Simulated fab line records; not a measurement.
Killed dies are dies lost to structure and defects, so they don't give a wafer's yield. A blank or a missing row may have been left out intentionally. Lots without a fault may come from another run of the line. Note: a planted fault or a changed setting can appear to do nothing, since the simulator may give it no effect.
Struck lot and sound lot, side by side || flow sky130 || 34 out of 708 route steps
Sound: the wafers L289.2, L289.3, L289.4. Struck: wafers L278.3, L278.5. (L278.4 of the same lot was not struck and is left out.) The cause comes at the end.
Order at every step that has rows: each side's tool, ch and its chambers, its first start. Under that, the readings that differ: sound wafers || struck wafers || difference of the means || sigmas: that difference in standard deviations of wafers without a fault.
alike: a reading whose means differ by less than 2 such deviations, as well as words and numbers matching on both sides. not compared: withheld readings; readings where some wafer has no value; bounds like >300 that might hide an equal value; numbers whose values overlap and for which the record gives no deviation.
The two part at a step that has a row with sigmas, a row that says differs or no value, or rows on one side only. When numbers do not overlap yet have no deviation, they are printed without sigmas and do not part them. Lack of a reading on every wafer of one side parts them only where that side has two or more wafers.

first, 9 steps without rows for these wafers: SKY_METAL2_DEHYDRATE_07 (time 60 s); SKY_METAL2_HMDS_08 (prime time 60 s); SKY_METAL2_COAT_09 (resist thk 60 nm); SKY_METAL2_COAT_10 (resist thk 450 nm); SKY_METAL2_SOFTBAKE_11 (time 90 s); SKY_METAL2_EXPOSE_12 (exposes mask MM2, target cd 140 nm); SKY_METAL2_PEB_13; SKY_METAL2_DEVELOP_14 (develop time 60 s); SKY_METAL2_DESCUM_17 (chemistry O2, time 8 s).
SKY_METAL2_ETCH_18: etches BARC in N2/H2, stops on SiO2, time 45.9 s, target depth 60 nm.
  sound on rie-metal-02 ch 0,1, day 41 11:41; struck on rie-metal-02 ch 1, day 38 09:58
  alike: drypump-motor-current-A, oes-product-au, throttle-valve-pct
  not compared: rf-hours-counter-h
then, 23 steps without rows for these wafers: SKY_METAL2_METAL_ETCH_19 (etches the open film in Cl2/BCl3, stops on SiO2, target depth 360 nm, time 78 s); SKY_METAL2_STRIP_20 (strips in O2/N2); SKY_METAL2_STRIP_21 (strips in post etch residue remover, time 1200 s); SKY_METAL2_CLEAN_22 (cleans in IPA, time 180 s); SKY_METAL2_CLEAN_23 (cleans in O3/DIW); SKY_VIA2_HDPCVD_00 (deposits SiO2, target thk 1180 nm, time 196.7 s); SKY_VIA2_CMP_02 (polishes SiO2); SKY_VIA2_DEHYDRATE_04 (time 60 s); SKY_VIA2_HMDS_05 (prime time 60 s); SKY_VIA2_COAT_06 (resist thk 60 nm); SKY_VIA2_COAT_07 (resist thk 450 nm); SKY_VIA2_SOFTBAKE_08 (time 90 s); SKY_VIA2_EXPOSE_09 (exposes mask VIM2, target cd 200 nm); SKY_VIA2_PEB_10; SKY_VIA2_DEVELOP_11 (develop time 60 s); SKY_VIA2_ETCH_14 (etches BARC in N2/H2, stops on SiO2, time 45.9 s, target depth 60 nm); SKY_VIA2_ETCH_15 (etches SiO2 in C4F8/O2/Ar, stops on TiN, target depth 546 nm, time 84 s); SKY_VIA2_STRIP_16 (strips in O2/N2); SKY_VIA2_STRIP_17 (strips in post etch residue remover, time 1200 s); SKY_VIA2_CLEAN_18 (cleans in IPA, time 180 s); SKY_VIA2_CLEAN_19 (cleans in O3/DIW); SKY_VIA2_SPUTTER_20 (material TiN, target thk 20 nm, time 80 s); SKY_VIA2_CVD_21 (deposits W, target thk 420 nm, time 126.4 s).
-- the record jumps here: 10 days lie between the struck wafers' starts before and after (it left off in module VIA2 and takes up again in module PAD_OPEN, whose first step shown is number 708 of the route) --
SKY_PAD_OPEN_PROBE_99:
  sound on prober-01 at day 50 12:08; struck on prober-01 at day 48 09:14
{"reading": "defect-limited-yield (%)", "sound": "80.1 81.1 82.1", "struck": "72.0 71.5", "difference": -9.3, "sigmas": -4}
{"reading": "killed_at_M0_to_M3", "sound": "45 44 33", "struck": "96 93", "difference": "+54", "sigmas": "+8"}
{"reading": "killed-at-front-end", "sound": "20 26 35", "struck": "10 14", "difference": -15, "sigmas": -3}
{"reading": "killed-dies", "sound": "98 93 88", "struck": "138 140", "difference": "+46", "sigmas": "+5"}
{"reading": "sort_bin_3_pad_short (%)", "sound": "0.6 0.6 1.0", "struck": "2.4 2.4", "difference": "+1.7", "sigmas": "+4"}
{"reading": "sort_bin_5_function (%)", "sound": "12.4 11.2 11.0", "struck": "16.3 17.5", "difference": "+5.4", "sigmas": "+4"}
{"reading": "sort_bin_6_memory (%)", "sound": "6.9 7.1 5.9", "struck": "9.3 8.5", "difference": "+2.3", "sigmas": "+2"}
{"reading": "sort-n-pass", "sound": "394 399 404", "struck": "354 352", "difference": -46, "sigmas": -5}
{"reading": "sort-yield-pct (%)", "sound": "80.1 81.1 82.1", "struck": "72.0 71.5", "difference": -9.3, "sigmas": -4}
{"reading": "model.etest.tester.sort-n-pass", "sound": "394 399 404", "struck": "354 352", "difference": -46, "sigmas": ""}
{"reading": "model.etest.tester.sort-yield-pct (%)", "sound": "80.08 81.1 82.11", "struck": "71.95 71.54", "difference": -9.35, "sigmas": ""}
{"reading": "model.etest.tester.sort_bin_5_pct (%)", "sound": "12.4 11.18 10.98", "struck": "16.26 17.48", "difference": "+5.35", "sigmas": ""}
{"reading": "model.etest.tester.sort_bin_3_pct (%)", "sound": "0.6098 0.6098 1.016", "struck": "2.439 2.439", "difference": "+1.694", "sigmas": ""}
  alike: killed_at_M4_up, killed-at-contacts, killed-at-other, killed-open, killed-short

## WHERE THEY PART
Only at SKY_PAD_OPEN_PROBE_99, within this record.

WHY: what had been put in by the simulator
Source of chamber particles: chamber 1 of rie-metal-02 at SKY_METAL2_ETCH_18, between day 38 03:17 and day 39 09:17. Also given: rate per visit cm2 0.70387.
